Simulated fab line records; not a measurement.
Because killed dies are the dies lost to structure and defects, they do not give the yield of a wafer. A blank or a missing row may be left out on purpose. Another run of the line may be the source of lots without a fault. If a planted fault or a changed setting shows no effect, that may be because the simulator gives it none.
fab line records    flow sfqLine
record: lots: 6  wafers: 18  lastDay: 94
route steps=325 shown M2@102 I2@103
lots that met no fault: taken from a fault-free run of the same line
startH: hours from the record's opening day to when the first of the lot's shown wafers began    waitH: hours elapsed since this lot's preceding step    " same as the row above    L1.1+2: a row that stands for several wafers    - no value present, or no start provided    * or withheld: withheld    < > ~ a bound
route shown NAME@n: NAME is a module with steps in the file, n the number in the route of the first one    usual: mean and standard deviation over wafers with no fault    same: alike in all rows    chamber/n: place in a boat    sites: the reading at each site    _std_site: the values' standard deviation    _edge_site: outer sites' mean less inner sites'    radiusMm: how far each site lies from the wafer's centre    mask NAME#n: copy n    behind: the last tool/chamber to shape the wafer    hold: reason for holding the lot/hours on hold/outcome of the hold    device: the n, p or np transistor that did not switch    end of line: tests of these same wafers at the route's end    step lacking rows: just its recipe    killed: the dies lost at the first sort to structure and to defects; this is not the yield of the wafer    map: a wafer's dies, marking killed ones x, the rest . and places with no die _
set.NAME: the setting that was run; set.NAME@STEP: the one run at that earlier step    model.NAME: the simulator's own value behind a step, which no gauge read
a table for each step, a row for each wafer; lots at some steps of the route
services: the hour from which a tool's chamber was out of use, counted from the record's first day as startH (under 0 if before that day), plus the number of hours and why
== steps ==
step: SFQ_TRILAYER_M2_STRIP_SOLV_CLEAN_062
recipe: chemistry: NMP  tempC: 70  timeS: 600
step: SFQ_TRILAYER_I2_DEP_PECVD_063
recipe: material: SiO2  tempC: 150  timeS: 111.11  pressureTorr: 2.4  rfW: 183.3  precursor: SiH4/N2O  targetThkNm: 500
usual: heaterPowerW: 89/19  throttleValvePct: 25.3/0.85
lot.wafer  tool      chamber  startH  waitH  heaterPowerW  throttleValvePct
L877.1     pecvd-03  1        456.13  0.0    97            26.6
L877.4     "         2        "       "      91            26.1
L877.6     "         0        "       "      125           25.2
L889.1     pecvd-03  0        577.31  0.0    111           24.9
L889.3     "         1        "       "      97            26.7
L889.5     "         1        "       "      98            26.4
L890.2     pecvd-03  0        592.91  0.0    122           25.1
L890.3     "         2        "       "      92            25.9
L890.4     "         1        "       "      95            26.5
L894.4     pecvd-04  2        623.22  0.0    55            24.9
L894.5     "         2        "       "      58            25.3
L894.6     "         0        "       "      102           24.5
L895.3     pecvd-04  2        636.72  0.0    62            24.9
L895.5     "         0        "       "      85            24.3
L895.6     "         2        "       "      64            25.0
L897.2     pecvd-04  2        686.48  0.0    64            24.9
L897.3     "         0        "       "      101           24.5
L897.6     "         0        "       "      84            24.3
step: SFQ_TRILAYER_I2_CMP_CMP_064
recipe: material: SiO2  downForcePsi: 3  platenRpm: 60  padVelocityMS: 0.94248
usual: motorCurrentA: 10.2/0.9  timeToEndpointS: 216/8.5
lot.wafer  tool    chamber  startH  waitH  motorCurrentA  timeToEndpointS
L877.1     cmp-02  0        463.02  6.9    10.1           225
L877.4     "       2        464.02  7.8    9.9            223
L877.6     "       0        465.02  8.8    9.7            227
L889.1     cmp-01  1        582.62  5.3    13.0           213
L889.3     "       3        583.62  6.3    10.0           204
L889.5     "       2        585.12  7.7    10.8           220
L890.3     cmp-02  3        599.51  6.6    10.6           201
L890.2     "       0        "       "      10.8           210
L890.4     "       2        601.01  8.0    9.0            221
L894.4     cmp-01  1        631.62  8.4    11.8           213
L894.5     "       3        632.62  9.3    10.3           210
L894.6     "       0        "       "      9.4            206
L895.3     cmp-01  0        644.12  7.4    9.1            212
L895.6     "       1        "       "      11.7           212
L895.5     "       2        "       "      10.5           232
L897.3     cmp-01  0        687.56  1.0    9.4            212
L897.2     "       1        "       "      11.8           209
L897.6     "       2        "       "      9.6            229
step: SFQ_I2_BOW_MEAS_917
recipe: mode: bow
usual: I2_BOW: 1/8.6
lot.wafer  tool          chamber  startH  waitH  I2_BOW[um]
L877.1     filmMetro-04  -        466.02  2.5    9
L877.4     "             -        "       "      -4
L877.6     "             -        "       "      6
L889.1     filmMetro-04  -        585.62  2.5    -7
L889.3     "             -        "       "      -7
L889.5     "             -        "       "      -13
L890.2     filmMetro-02  -        602.53  2.0    2
L890.3     "             -        "       "      2
L890.4     "             -        "       "      -1
L894.4     filmMetro-02  -        633.68  1.6    17
L894.5     "             -        "       "      10
L894.6     "             -        "       "      14
L895.3     filmMetro-02  -        645.66  1.0    2
L895.5     "             -        "       "      9
L895.6     "             -        "       "      -3
L897.2     filmMetro-01  -        689.58  1.0    28
L897.3     "             -        "       "      19
L897.6     "             -        "       "      7
step: SFQ_TRILAYER_I2_METRO_MEASURE_065
usual: thkNm: 200.4/1.2
lot.wafer  tool          chamber  startH  waitH  thkNm
L877.1     filmMetro-04  -        466.14  0.1    201.0
L877.4     "             -        "       "      201.1
L877.6     "             -        "       "      201.0
L889.1     filmMetro-04  -        585.74  0.1    198.8
L889.3     "             -        "       "      197.9
L889.5     "             -        "       "      200.0
L890.2     filmMetro-02  -        602.83  0.3    201.3
L890.3     "             -        "       "      201.8
L890.4     "             -        "       "      200.8
L894.4     filmMetro-02  -        634.34  0.6    200.6
L894.5     "             -        "       "      199.3
L894.6     "             -        "       "      199.4
L895.3     filmMetro-02  -        646.14  0.5    201.1
L895.5     "             -        "       "      203.1
L895.6     "             -        "       "      200.6
L897.2     filmMetro-01  -        689.88  0.3    200.8
L897.3     "             -        "       "      200.3
L897.6     "             -        "       "      201.7
step: SFQ_TRILAYER_I2_VIA_LITHO_COAT_072
recipe: resist: BARC  spinRpm: 3000  resistThkNm: 62
step: SFQ_TRILAYER_I2_VIA_LITHO_COAT_067
recipe: resist: KrF  spinRpm: 3000  resistThkNm: 650
step: SFQ_TRILAYER_I2_VIA_LITHO_SOFTBAKE_071
recipe: tempC: withheld  timeS: withheld  resist: KrF
step: SFQ_TRILAYER_I2_VIA_LITHO_EXPOSE_068
recipe: maskId: I2  na: 0.6  sourceShape: conventional  sigmaOuter: 0.65  targetCdNm: 500  doseMj: 21.3
step: SFQ_TRILAYER_I2_VIA_LITHO_PEB_070
recipe: pebTempC: 115  pebTimeS: 60  resist: KrF
step: SFQ_TRILAYER_I2_VIA_LITHO_DEVELOP_069
recipe: timeS: 60  resist: KrF
step: SFQ_I2_OVL_MEAS_918
usual: I2_OVL: 3/5.5
lot.wafer  tool        chamber  startH  waitH  I2_OVL[nm]
L877.1     overlay-01  -        525.64  0.1    4
L877.4     "           -        "       "      3
L877.6     "           -        "       "      7
L889.1     overlay-02  -        648.97  0.1    2
L889.3     "           -        "       "      4
L889.5     "           -        "       "      4
L890.2     overlay-02  -        666.00  0.1    3
L890.3     "           -        "       "      3
L890.4     "           -        "       "      -1
L894.4     overlay-02  -        693.71  0.1    -10
L894.5     "           -        "       "      -10
L894.6     "           -        "       "      -4
L895.3     overlay-01  -        702.11  0.1    2
L895.5     "           -        "       "      -4
L895.6     "           -        "       "      -5
L897.2     overlay-02  -        724.70  0.1    2
L897.3     "           -        "       "      5
L897.6     "           -        "       "      -1
step: SFQ_TRILAYER_I2_VIA_BARC_OPEN_VIA_ETCH_096
recipe: maskMaterial: PR  chemistry: O2  targetDepthNm: 125  target: BARC  sourceW: 500  biasW: 80  pressureMtorr: 30  timeS: 41.7
usual: chamberPressureMTorr: 29.998/0.026  drypumpMotorCurrentA: 5.6/0.39  oesProductAu: 0.685/0.0046  runLengthS: 70.1/0.36
lot.wafer  tool        chamber  startH  waitH  chamberPressureMTorr  drypumpMotorCurrentA  oesProductAu  rfHoursCounterH  runLengthS  model.KrF_of_TRILAYER_I2_VIA_LITHO_COAT_067.thkNm
L877.1     rieDiel-02  2        525.68  0.0    29.990                6.3                   0.686         58               69.9        572
L877.4     "           1        "       "      30.026                5.5                   0.693         89               70.6        572.6
L877.6     "           0        "       "      29.989                5.6                   0.680         -                70.1        573.4
L889.1     rieDiel-04  2        649.00  0.0    30.038                6.0                   0.566         61               97.4        539.1
L889.3     "           1        "       "      29.959                5.2                   0.558         25               97.6        536.1
L889.5     "           0        "       "      29.989                5.0                   0.570         -                96.7        536.4
L890.2     rieDiel-04  0        666.03  0.0    30.007                5.1                   0.561         0                96.6        537
L890.3     "           2        "       "      30.010                6.0                   0.563         61               97.6        538
L890.4     "           3        "       "      30.025                5.6                   0.562         5                97.2        536.5
L894.4     rieDiel-02  2        693.73  0.0    30.009                6.3                   0.691         61               69.6        569.8
L894.5     "           1        "       "      30.005                5.5                   0.681         -                70.2        569.9
L894.6     "           0        "       "      29.994                5.6                   0.689         -                70.2        570.5
L895.3     rieDiel-01  0        702.13  0.0    29.970                5.2                   0.686         10               69.7        575.6
L895.5     "           1        "       "      29.986                6.1                   0.682         -                70.9        573.8
L895.6     "           0        "       "      29.973                5.2                   0.681         -                69.9        575.4
L897.2     rieDiel-04  0        724.73  0.0    30.047                5.0                   0.685         1                69.4        572.5
L897.3     "           3        "       "      30.023                5.6                   0.683         6                70.1        571.9
L897.6     "           1        "       "      30.010                5.2                   0.681         -                70.1        574.9
step: SFQ_TRILAYER_I2_VIA_ETCH_VIA_ETCH_070
recipe: target: SiO2  stopOn: Nb  maskMaterial: PR  taperDeg: 20  chemistry: CHF3  targetDepthNm: 260  sourceW: 500  biasW: 80  pressureMtorr: 30  timeS: withheld
usual: chamberPressureMTorr: 29.999/0.024  drypumpMotorCurrentA: 5.6/0.39  oesProductAu: 0.856/0.0048
lot.wafer  tool        chamber  startH  waitH  chamberPressureMTorr  drypumpMotorCurrentA  oesProductAu  model.KrF_of_TRILAYER_I2_VIA_LITHO_COAT_067.thkNm
L877.1     rieDiel-02  2        525.72  0.0    30.029                6.3                   0.865         526.5
L877.4     "           1        "       "      29.983                5.4                   0.856         528.2
L877.6     "           0        "       "      30.013                5.6                   0.856         529.1
L889.1     rieDiel-04  2        649.04  0.0    29.984                6.0                   0.844         494.6
L889.3     "           1        "       "      29.970                5.2                   0.849         490.3
L889.5     "           0        "       "      30.021                5.0                   0.857         491.1
L890.2     rieDiel-04  0        666.07  0.0    29.994                5.0                   0.863         492.5
L890.3     "           2        "       "      29.964                6.0                   0.858         494.4
L890.4     "           3        "       "      29.980                5.6                   0.853         491.9
L894.4     rieDiel-02  2        693.77  0.0    30.015                6.3                   0.856         524.7
L894.5     "           1        "       "      29.999                5.4                   0.851         525.3
L894.6     "           0        "       "      30.029                5.6                   0.862         527.3
L895.3     rieDiel-01  0        702.17  0.0    29.996                5.2                   0.864         531.5
L895.5     "           1        "       "      30.008                6.1                   0.864         528.5
L895.6     "           0        "       "      30.007                5.2                   0.845         531
L897.2     rieDiel-04  0        724.77  0.0    29.986                5.0                   0.858         528.4
L897.3     "           3        "       "      30.021                5.6                   0.854         527.2
L897.6     "           1        "       "      30.050                5.1                   0.853         530.2
step: SFQ_TRILAYER_I2_VIA_STRIP_STRIP_071
recipe: gas: O2  powerW: 200  platenTempC: 40  overashFraction: 0.65  chemistry: O2  pressureMtorr: 50
usual: chamberPressureMTorr: 50.00/0.047  drypumpMotorCurrentA: 5.5/0.67  oesProductAu: 0.997/0.0077  platenTempC: 40.01/0.1
lot.wafer  tool         chamber  startH  waitH  chamberPressureMTorr  drypumpMotorCurrentA  oesProductAu  platenTempC  rfHoursCounterH
L877.1     rieMetal-03  1        525.83  -      49.92                 5.7                   0.996         40.14        84
L877.4     "            1        "       "      50.01                 5.7                   0.994         40.06        -
L877.6     "            1        "       "      50.01                 5.7                   1.005         40.05        -
L889.1     rieMetal-01  0        649.16  -      49.97                 6.6                   0.998         40.00        142
L889.3     "            1        "       "      50.07                 6.3                   1.006         40.02        -
L889.5     "            1        "       "      49.98                 6.3                   1.000         39.97        -
L890.2     rieMetal-01  0        666.18  -      49.94                 6.5                   1.005         39.92        143
L890.3     "            1        "       "      50.05                 6.2                   0.997         39.93        -
L890.4     "            0        "       "      49.98                 6.5                   1.008         40.01        -
L894.4     rieMetal-02  1        694.08  -      50.01                 5.2                   0.991         39.78        -
L894.5     "            0        "       "      49.97                 4.6                   0.992         40.12        -
L894.6     "            1        "       "      50.09                 5.2                   0.992         39.88        -
L895.3     rieMetal-02  1        702.48  -      50.03                 5.3                   0.987         39.93        -
L895.5     "            1        "       "      49.96                 5.3                   0.988         39.94        -
L895.6     "            0        "       "      49.99                 4.6                   1.007         40.05        -
L897.2     rieMetal-01  0        724.88  -      49.97                 6.5                   0.996         40.27        152
L897.3     "            1        "       "      49.89                 6.2                   1.002         40.09        -
L897.6     "            0        "       "      50.01                 6.5                   0.999         40.25        -
== services ==
tool          chamber  startH  hours  kind
rieDiel-04    2        435.85  7.3    repair
rieMetal-01   -        439.05  1.4    pm
cmp-01        -        441.26  8.9    pm
rieDiel-02    1        462.76  11.7   repair
filmMetro-02  -        478.46  0.3    pm
cmp-01        -        480.74  0.4    repair
rieMetal-01   -        488.70  2.8    repair
filmMetro-02  -        493.20  1.7    pm
rieDiel-04    1        500.09  4.6    repair
rieDiel-04    0        502.93  15.7   repair
rieDiel-04    3        512.85  2.9    repair
filmMetro-02  -        517.63  0.2    pm
rieDiel-02    0        532.10  7.1    repair
cmp-01        -        534.14  5.4    pm
pecvd-03      2        543.05  9.3    repair
cmp-01        -        569.59  4.0    repair
rieDiel-02    1        578.79  7.2    repair
rieDiel-02    2        579.15  2.9    repair
rieDiel-02    3        587.19  17.6   repair
cmp-01        -        596.25  0.5    repair
rieDiel-04    0        610.47  5.3    repair
cmp-01        -        658.05  0.4    repair
rieDiel-04    1        702.71  10.5   repair
rieDiel-04    2        707.30  15.3   repair
== key ==
firstSign: step: SFQ_TRILAYER_I2_VIA_BARC_OPEN_VIA_ETCH_096  reading: runLengthS  direction: up  sigmas: 75  usual: *  struck: *
effect: step: SFQ_TRILAYER_I2_VIA_BARC_OPEN_VIA_ETCH_096  reading: oesProductAu  direction: down  sigmas: 27  usual: 0.685  struck: 0.563
modelEffect: step: SFQ_TRILAYER_I2_VIA_BARC_OPEN_VIA_ETCH_096  value: KrF_of_TRILAYER_I2_VIA_LITHO_COAT_067.thkNm  without: 570.9  struck: 537.2
modelEffect: step: SFQ_TRILAYER_I2_VIA_ETCH_VIA_ETCH_070  value: KrF_of_TRILAYER_I2_VIA_LITHO_COAT_067.thkNm  without: 526.2  struck: 492.5
metAt SFQ_TRILAYER_I2_VIA_BARC_OPEN_VIA_ETCH_096
struckWafers L889.1,L889.3,L889.5,L890.2,L890.3,L890.4
fault: kind: processParameterDrift  tool: rieDiel-04  chamber: -  onsetH: 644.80  steps: SFQ_TRILAYER_I2_VIA_BARC_OPEN_VIA_ETCH_096  channel: timeS  offset: *  shape: step  endH: 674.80  actsIn: *  stated: *
